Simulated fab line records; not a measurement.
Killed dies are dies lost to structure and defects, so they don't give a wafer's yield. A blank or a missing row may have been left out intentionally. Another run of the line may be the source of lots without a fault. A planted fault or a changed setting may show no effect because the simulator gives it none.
Which tool did it? || flow gf180mcu || 21 wafers from 7 lots sampled at 3 of the route's 602 steps

WHAT THE GAUGES READ, wafer by wafer
GF_HV_LDD_TW_MEAS_38.
{"lot": "L647", "measured": "day 12 10:13", "on": "film-metro-02", "HV_LDD_3_TW": "1425 1435 1426"}
{"lot": "L649", "measured": "day 13 13:13", "on": "film-metro-04", "HV_LDD_3_TW": "1427 1427 1427"}
{"lot": "L652", "measured": "day 14 05:46", "on": "film-metro-02", "HV_LDD_3_TW": "1433 1443 1433"}
{"lot": "L655", "measured": "day 15 05:50", "on": "film-metro-04", "HV_LDD_3_TW": "1422 1422 1418"}
{"lot": "L657", "measured": "day 15 19:16", "on": "film-metro-02", "HV_LDD_3_TW": "1441 1442 1461"}
{"lot": "L661", "measured": "day 17 00:31", "on": "film-metro-04", "HV_LDD_3_TW": "1310 1311 1314 1311 1306 1311"}
{"lot": "L663", "measured": "day 17 17:35", "on": "film-metro-01", "HV_LDD_3_TW": "1436 1434 1436"}

WHICH TOOL RAN EACH LOT (tool, then ch and the chambers of the sampled wafers, then the start)
{"lot": "L647", "GF_POLY_GATE_ETCH_12": "rie-diel-01 ch 0,1, day 9 22:21", "GF_HV_LDD_IMPLANT_35": "implanter-03 ch 0, day 12 09:51"}
{"lot": "L649", "GF_POLY_GATE_ETCH_12": "rie-diel-04 ch 0,1,3, day 10 23:37", "GF_HV_LDD_IMPLANT_35": "implanter-02 ch 0, day 13 12:50"}
{"lot": "L652", "GF_POLY_GATE_ETCH_12": "rie-diel-02 ch 0,1,3, day 11 14:51", "GF_HV_LDD_IMPLANT_35": "implanter-03 ch 0, day 14 05:22"}
{"lot": "L655", "GF_POLY_GATE_ETCH_12": "rie-diel-04 ch 0,2,3, day 12 11:56", "GF_HV_LDD_IMPLANT_35": "implanter-02 ch 0, day 15 05:28"}
{"lot": "L657", "GF_POLY_GATE_ETCH_12": "rie-diel-02 ch 1,2,3, day 13 01:22", "GF_HV_LDD_IMPLANT_35": "implanter-02 ch 0, day 15 18:52"}
{"lot": "L661", "GF_POLY_GATE_ETCH_12": "rie-diel-04 ch 0,2,3, day 14 04:44", "GF_HV_LDD_IMPLANT_35": "implanter-03, day 17 00:07"}
{"lot": "L663", "GF_POLY_GATE_ETCH_12": "rie-diel-01 ch 0,1,3, day 14 18:16", "GF_HV_LDD_IMPLANT_35": "implanter-01 ch 0, day 17 17:13"}
- GF_POLY_GATE_ETCH_12: etches BARC in N2/H2.
- GF_HV_LDD_IMPLANT_35

THE ANSWER, worked out from the rows above alone
Rule: the lots themselves supply what counts as usual. The widest of any qualifying gaps counts: lots, ordered by their means at a reading, are off when they make up no more than a third of the lots, leave a main group of 4 or more, and stand apart from it by 3 or more times the standard deviation of that group's means. Not used: any main group whose means are identical at the precision the tables above print for the reading. A lot without any number at a reading at which 4 lots or more have one is off too. The other lots that the step has rows for count as sound.
Off: at GF_HV_LDD_TW_MEAS_38 (HV_LDD_3_TW), L661. Mean 1433 and standard deviation 8.6 in the main group.
If a tool, at a process step before that reading, ran all the lots that are off and no sound lot after the first of them, it fits. The gauges at GF_HV_LDD_TW_MEAS_38 are tried like those tools. Can't be told from this: 3 tools fit, rie-diel-04 at GF_POLY_GATE_ETCH_12, implanter-03 at GF_HV_LDD_IMPLANT_35, film-metro-04 at GF_HV_LDD_TW_MEAS_38.

WHAT HAD BEEN PUT IN BY THE SIMULATOR
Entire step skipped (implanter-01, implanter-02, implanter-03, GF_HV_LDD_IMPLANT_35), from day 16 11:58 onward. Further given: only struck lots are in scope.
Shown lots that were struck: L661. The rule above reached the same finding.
